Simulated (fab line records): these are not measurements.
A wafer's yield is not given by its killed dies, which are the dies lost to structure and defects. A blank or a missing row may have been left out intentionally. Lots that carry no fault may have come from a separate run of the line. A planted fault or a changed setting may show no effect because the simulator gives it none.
One fault through the eyes of 2 desks || flow sky130 || what lay behind the numbers comes last; until then each desk has only its own

THE TOOL OWNER'S DESK: implanter-03
The tool's own readings at SKY_LDD_HVN_IMPLANT_08, given as means over the sampled wafers that have a number, one for each lot that went through this tool. If a lot's mean is further than 4 standard deviations from the usual mean, the lot is out of limits and carries the mark OUT (the distance appears in the brackets).
Columns: A = beam energy keV at SKY_LDD_HVN_IMPLANT_08, usual 60.004
{"lot": "L868", "first seen here": "day 21 17:29", "A": 59.969}
{"lot": "L869", "first seen here": "day 21 21:40", "A": 59.974}
{"lot": "L874", "first seen here": "day 23 16:55", "A": 60.033}
{"lot": "L880", "first seen here": "day 26 03:09", "A": 60.015}
{"lot": "L883", "first seen here": "day 26 19:07", "A": "77.243 (+99 or more) OUT"}
{"lot": "L884", "first seen here": "day 27 02:37", "A": "77.240 (+99 or more) OUT"}
This desk finds L883, L884 out of limits, L883 being first, at day 26 19:07 (beam energy keV at SKY_LDD_HVN_IMPLANT_08). L868, L869, L874, L880 stayed within limits.

FROM THE METROLOGY DESK
What the gauges read, lot by lot, whatever tool the lot ran on: means of the sampled wafers that have a number. If a lot's mean is further than 4 standard deviations from the usual mean, the lot is out of limits and carries the mark OUT (the distance appears in the brackets).
Columns: A = POLY_GATE_CVD_00_THK at SKY_POLY_GATE_THK_MEAS_01, usual 179.5 nm; B = LDD_N_OVL at SKY_LDD_N_OVL_MEAS_07, usual 0.1 nm; C = LDD_HVN_TW at SKY_LDD_HVN_TW_MEAS_10, usual 1433
{"lot": "L868", "first seen here": "day 15 01:34", "A": 182.0, "B": 0.6, "C": 1411}
{"lot": "L869", "first seen here": "day 15 05:54", "A": 180.0, "B": -0.3, "C": 1460}
{"lot": "L870", "first seen here": "day 15 19:16", "A": 179.4, "B": -0.1, "C": 1418}
{"lot": "L874", "first seen here": "day 16 19:53", "A": 180.9, "B": -0.1, "C": 1429}
{"lot": "L876", "first seen here": "day 17 07:06", "A": 180.2, "B": 0.1, "C": 1432}
{"lot": "L880", "first seen here": "day 19 08:09", "A": 181.7, "B": -0.8, "C": 1417}
{"lot": "L883", "first seen here": "day 20 03:50", "A": 178.2, "B": 0.1, "C": 1501}
{"lot": "L884", "first seen here": "day 20 11:43", "A": 180.1, "B": -1.3, "C": 1502}
{"lot": "L886", "first seen here": "day 21 02:20", "A": 179.5, "B": 0.6, "C": 1426}
{"lot": "L887", "first seen here": "day 21 11:06", "A": 181.8, "B": 0.0, "C": 1405}
{"lot": "L888", "first seen here": "day 21 13:23", "A": 178.7, "B": 0.4, "C": 1451}
{"lot": "L889", "first seen here": "day 22 05:31", "A": 180.5, "B": 0.8, "C": 1452}
{"lot": "L891", "first seen here": "day 22 15:40", "A": 177.7, "B": 0.6, "C": 1460}
Finding of this desk: none of the 13 lots has anything out of limits.

TAKEN TOGETHER
The tool owner's desk had the chance to raise an alarm at day 26 19:07 on L883, L884.
Nothing out of limits was seen by the metrology desk.
The metrology desk holds a record of L883, L884, inside its limits.
SKY_LDD_HVN_IMPLANT_08 was run on implanter-03 by each of the lots named.

WHAT THE SIMULATOR HAD PUT IN
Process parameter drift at SKY_LDD_HVN_IMPLANT_08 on implanter-03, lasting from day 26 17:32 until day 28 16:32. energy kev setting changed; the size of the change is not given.
Lots struck among those shown: L883, L884.
Time in hours from fault onset to the first out-of-limits reading at each desk: the tool owner's desk, 2.
